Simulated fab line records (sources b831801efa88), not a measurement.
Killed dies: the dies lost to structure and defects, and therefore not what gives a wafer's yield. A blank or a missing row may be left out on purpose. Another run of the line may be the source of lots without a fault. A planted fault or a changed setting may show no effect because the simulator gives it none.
Check for tools in common :: flow sky130 :: 12 lots, 36 wafers sampled

== THE REASON FOR OPENING IT ==
Flagged at SKY_METAL4_CD_MEAS_13: reading cdNm, on 4 of 12 lots. No-fault wafers: 300.2 nm, standard deviation 1.5.
Rule: a lot gets a flag if all its wafers with a number sit over 4 standard deviations from that mean, or if no wafer of it has a number. The other lots count as sound.

lot: L830
measured: day 43 01:45
on: cdSem-01
cdNm (nm), wafer by wafer: 301.8 301.0 300.3
flag: 

lot: L831
measured: day 43 08:04
on: cdSem-01
cdNm (nm), wafer by wafer: 299.8 298.8 299.2
flag: 

lot: L835
measured: day 44 07:29
on: cdSem-01
cdNm (nm), wafer by wafer: 301.5 301.7 301.4
flag: 

lot: L839
measured: day 45 11:45
on: cdSem-01
cdNm (nm), wafer by wafer: 297.3 298.0 298.3
flag: 

lot: L840
measured: day 45 21:04
on: cdSem-01
cdNm (nm), wafer by wafer: 313.9 315.1 314.5
flag: FLAGGED

lot: L841
measured: day 46 00:01
on: cdSem-01
cdNm (nm), wafer by wafer: 316.5 316.8 315.5
flag: FLAGGED

lot: L842
measured: day 46 08:45
on: cdSem-01
cdNm (nm), wafer by wafer: 299.8 300.2 299.5
flag: 

lot: L843
measured: day 46 10:30
on: cdSem-01
cdNm (nm), wafer by wafer: 300.8 301.3 300.4
flag: 

lot: L844
measured: day 46 17:29
on: cdSem-01
cdNm (nm), wafer by wafer: 309.0 308.8 309.9
flag: FLAGGED

lot: L845
measured: day 46 20:37
on: cdSem-01
cdNm (nm), wafer by wafer: 307.1 307.0 306.7
flag: FLAGGED

lot: L848
measured: day 47 17:23
on: cdSem-01
cdNm (nm), wafer by wafer: 297.9 299.1 298.5
flag: 

lot: L851
measured: day 48 09:37
on: cdSem-01
cdNm (nm), wafer by wafer: 302.8 303.7 302.6
flag: 
On average the flagged lots' numbers are 311.7 nm, which is +11.5 nm against the usual, or +8 standard deviations.

== EACH LOT AND THE TOOL IT RAN ON ==
The record keeps 1 process step preceding the reading, out of 708 steps on the route. Each cell gives the tool, then ch followed by the chambers the sampled wafers passed through, then the start.
lot: L830
flag: 
SKY_METAL4_EXPOSE_10: krfScanner-02 ch 0, day 42 13:41

lot: L831
flag: 
SKY_METAL4_EXPOSE_10: krfScanner-01 ch 0, day 42 21:26

lot: L835
flag: 
SKY_METAL4_EXPOSE_10: krfScanner-02 ch 0, day 43 20:44

lot: L839
flag: 
SKY_METAL4_EXPOSE_10: krfScanner-01 ch 0, day 45 01:26

lot: L840
flag: FLAGGED
SKY_METAL4_EXPOSE_10: krfScanner-01 ch 0, day 45 10:04

lot: L841
flag: FLAGGED
SKY_METAL4_EXPOSE_10: krfScanner-01 ch 0, day 45 12:43

lot: L842
flag: 
SKY_METAL4_EXPOSE_10: krfScanner-02 ch 0, day 45 22:39

lot: L843
flag: 
SKY_METAL4_EXPOSE_10: krfScanner-02 ch 0, day 46 00:26

lot: L844
flag: FLAGGED
SKY_METAL4_EXPOSE_10: krfScanner-01 ch 0, day 46 06:57

lot: L845
flag: FLAGGED
SKY_METAL4_EXPOSE_10: krfScanner-01 ch 0, day 46 09:25

lot: L848
flag: 
SKY_METAL4_EXPOSE_10: krfScanner-02 ch 0, day 47 07:15

lot: L851
flag: 
SKY_METAL4_EXPOSE_10: krfScanner-02 ch 0, day 48 00:13
What the steps here do:
- SKY_METAL4_EXPOSE_10: exposes mask MM4, target cd 300 nm.
- SKY_METAL4_CD_MEAS_13: target cd 300 nm.

== FLAGGED OVER TOTAL, TOOL BY TOOL (the gauges that took the reading come last) ==
step: SKY_METAL4_EXPOSE_10
tool: krfScanner-01
lots run: 6
flagged: 4
share of the flagged lots: all
sound lots run after its first flagged lot: 0

step: SKY_METAL4_EXPOSE_10
tool: krfScanner-02
lots run: 6
flagged: 0
share of the flagged lots: none
sound lots run after its first flagged lot: -

step: SKY_METAL4_CD_MEAS_13
tool: cdSem-01
lots run: 12
flagged: 4
share of the flagged lots: all
sound lots run after its first flagged lot: 4 (L842,L843,L848,L851)

== WHAT THE TABLE ALLOWS ==
Every flagged lot went through 2 rows of the table: krfScanner-01 at SKY_METAL4_EXPOSE_10 and cdSem-01 at SKY_METAL4_CD_MEAS_13.
- krfScanner-01 at SKY_METAL4_EXPOSE_10 ran 6 lots, 4 of them flagged. Last sound lot L839 at day 45 01:26, first flagged lot L840 at day 45 10:04; a fault beginning in between fits. Its own readings (exposureDoseMJCm2) fall more than 4 standard deviations out on all wafers of the flagged lots.
- cdSem-01 at SKY_METAL4_CD_MEAS_13 ran 12 lots, 4 of them flagged. Sound lots ran on it after the first flagged one (L842, L843, L848, L851), which a lasting fault on the whole tool wouldn't allow.
What remains is a single tool, krfScanner-01 at SKY_METAL4_EXPOSE_10.

== WHAT THE SIMULATOR PUT IN ==
Process parameter drift: krfScanner-01, from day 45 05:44 on, at SKY_METAL4_EXPOSE_10. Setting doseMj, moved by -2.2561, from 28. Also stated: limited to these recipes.
Shown lots that were struck: L840, L841, L844, L845. The rule above found the same.
